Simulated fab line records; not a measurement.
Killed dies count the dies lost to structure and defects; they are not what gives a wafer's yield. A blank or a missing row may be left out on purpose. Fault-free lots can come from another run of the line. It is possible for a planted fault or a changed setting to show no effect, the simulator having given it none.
Check for tools in common || flow gf180mcu || Sampled: 12 lots, 36 wafers

## WHAT PROMPTED THE OPENING
GF_MVSD_TW_MEAS_11, reading MVSD_TW: flagged on 2 of 12 lots. Wafers without a fault read 1591, standard deviation 17.
Rule: a lot gets a flag if all its wafers with a number sit over 4 standard deviations from that mean, or if no wafer of it has a number. All remaining lots are regarded as sound.

{"lot": "L115", "measured": "day 4 11:42", "on": "film metro-01", "MVSD_TW, wafer by wafer": "1576 1577 1578", "flag": ""}
{"lot": "L118", "measured": "day 5 02:51", "on": "film metro-01", "MVSD_TW, wafer by wafer": "1581 1577 1584", "flag": ""}
{"lot": "L119", "measured": "day 5 10:45", "on": "film metro-02", "MVSD_TW, wafer by wafer": "1614 1619 1618", "flag": ""}
{"lot": "L120", "measured": "day 5 19:09", "on": "film metro-02", "MVSD_TW, wafer by wafer": "1608 1617 1605", "flag": ""}
{"lot": "L121", "measured": "day 5 20:43", "on": "film metro-01", "MVSD_TW, wafer by wafer": "1577 1580 1586", "flag": ""}
{"lot": "L125", "measured": "day 6 20:43", "on": "film metro-04", "MVSD_TW, wafer by wafer": "1574 1580 1578", "flag": ""}
{"lot": "L128", "measured": "day 7 14:09", "on": "film metro-02", "MVSD_TW, wafer by wafer": "1606 1616 1610", "flag": ""}
{"lot": "L130", "measured": "day 8 02:42", "on": "film metro-01", "MVSD_TW, wafer by wafer": "1585 1577 1580", "flag": ""}
{"lot": "L131", "measured": "day 8 07:34", "on": "film metro-01", "MVSD_TW, wafer by wafer": "968 971 967", "flag": "FLAGGED"}
{"lot": "L132", "measured": "day 8 12:37", "on": "film metro-02", "MVSD_TW, wafer by wafer": "980 988 996", "flag": "FLAGGED"}
{"lot": "L137", "measured": "day 9 17:00", "on": "film metro-02", "MVSD_TW, wafer by wafer": "1606 1610 1600", "flag": ""}
{"lot": "L138", "measured": "day 9 22:10", "on": "film metro-04", "MVSD_TW, wafer by wafer": "1573 1576 1584", "flag": ""}
The mean of the flagged lots' numbers is 978, -613 from the usual (-36 standard deviations).

## LOT BY LOT: THE TOOL USED
The record keeps 1 process step preceding the reading, out of 602 steps on the route. Read each cell as the tool, then ch plus the chambers that the sampled wafers visited, then the start.
{"lot": "L115", "flag": "", "GF_MVSD_IMPLANT_08": "implanter-04 ch 0, day 4 11:18"}
{"lot": "L118", "flag": "", "GF_MVSD_IMPLANT_08": "implanter-01 ch 0, day 5 02:27"}
{"lot": "L119", "flag": "", "GF_MVSD_IMPLANT_08": "implanter-03 ch 0, day 5 10:21"}
{"lot": "L120", "flag": "", "GF_MVSD_IMPLANT_08": "implanter-03 ch 0, day 5 18:45"}
{"lot": "L121", "flag": "", "GF_MVSD_IMPLANT_08": "implanter-04 ch 0, day 5 20:18"}
{"lot": "L125", "flag": "", "GF_MVSD_IMPLANT_08": "implanter-01 ch 0, day 6 20:20"}
{"lot": "L128", "flag": "", "GF_MVSD_IMPLANT_08": "implanter-01 ch 0, day 7 13:45"}
{"lot": "L130", "flag": "", "GF_MVSD_IMPLANT_08": "implanter-04 ch 0, day 8 02:18"}
{"lot": "L131", "flag": "FLAGGED", "GF_MVSD_IMPLANT_08": "implanter-04 ch 0, day 8 07:10"}
{"lot": "L132", "flag": "FLAGGED", "GF_MVSD_IMPLANT_08": "implanter-04 ch 0, day 8 12:14"}
{"lot": "L137", "flag": "", "GF_MVSD_IMPLANT_08": "implanter-01 ch 0, day 9 16:36"}
{"lot": "L138", "flag": "", "GF_MVSD_IMPLANT_08": "implanter-01 ch 0, day 9 21:48"}
What these steps do:
- GF_MVSD_IMPLANT_08
- GF_MVSD_TW_MEAS_11

## FLAGGED OVER TOTAL, TOOL BY TOOL (the gauges that took the reading come last)
{"step": "GF_MVSD_IMPLANT_08", "tool": "implanter-01", "lots run": 5, "flagged": 0, "share of the flagged lots": "none", "sound lots run after its first flagged lot": "-"}
{"step": "GF_MVSD_IMPLANT_08", "tool": "implanter-03", "lots run": 2, "flagged": 0, "share of the flagged lots": "none", "sound lots run after its first flagged lot": "-"}
{"step": "GF_MVSD_IMPLANT_08", "tool": "implanter-04", "lots run": 5, "flagged": 2, "share of the flagged lots": "all", "sound lots run after its first flagged lot": 0}
{"step": "GF_MVSD_TW_MEAS_11", "tool": "film metro-01", "lots run": 5, "flagged": 1, "share of the flagged lots": "some", "sound lots run after its first flagged lot": 0}
{"step": "GF_MVSD_TW_MEAS_11", "tool": "film metro-02", "lots run": 5, "flagged": 1, "share of the flagged lots": "some", "sound lots run after its first flagged lot": "1 (L137)"}
{"step": "GF_MVSD_TW_MEAS_11", "tool": "film metro-04", "lots run": 2, "flagged": 0, "share of the flagged lots": "none", "sound lots run after its first flagged lot": "-"}

## WHAT THE TABLE PERMITS
Rows of the table that ran each flagged lot: 1, that is implanter-04 at GF_MVSD_IMPLANT_08.
- implanter-04 at GF_MVSD_IMPLANT_08: 2 of its 5 lots flagged. Last sound lot L130 at day 8 02:18, first flagged lot L131 at day 8 07:10; a fault beginning in between fits. Its own readings (dose ions cm2, faraday current uA) fall more than 4 standard deviations out on all wafers of the flagged lots.
One tool is left: implanter-04 at GF_MVSD_IMPLANT_08.

## WHAT WAS PUT IN BY THE SIMULATOR
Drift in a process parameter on implanter-04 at GF_MVSD_IMPLANT_08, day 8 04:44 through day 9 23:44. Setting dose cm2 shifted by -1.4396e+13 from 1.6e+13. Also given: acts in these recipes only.
Lots struck among those shown: L131, L132. Same finding as the rule above.
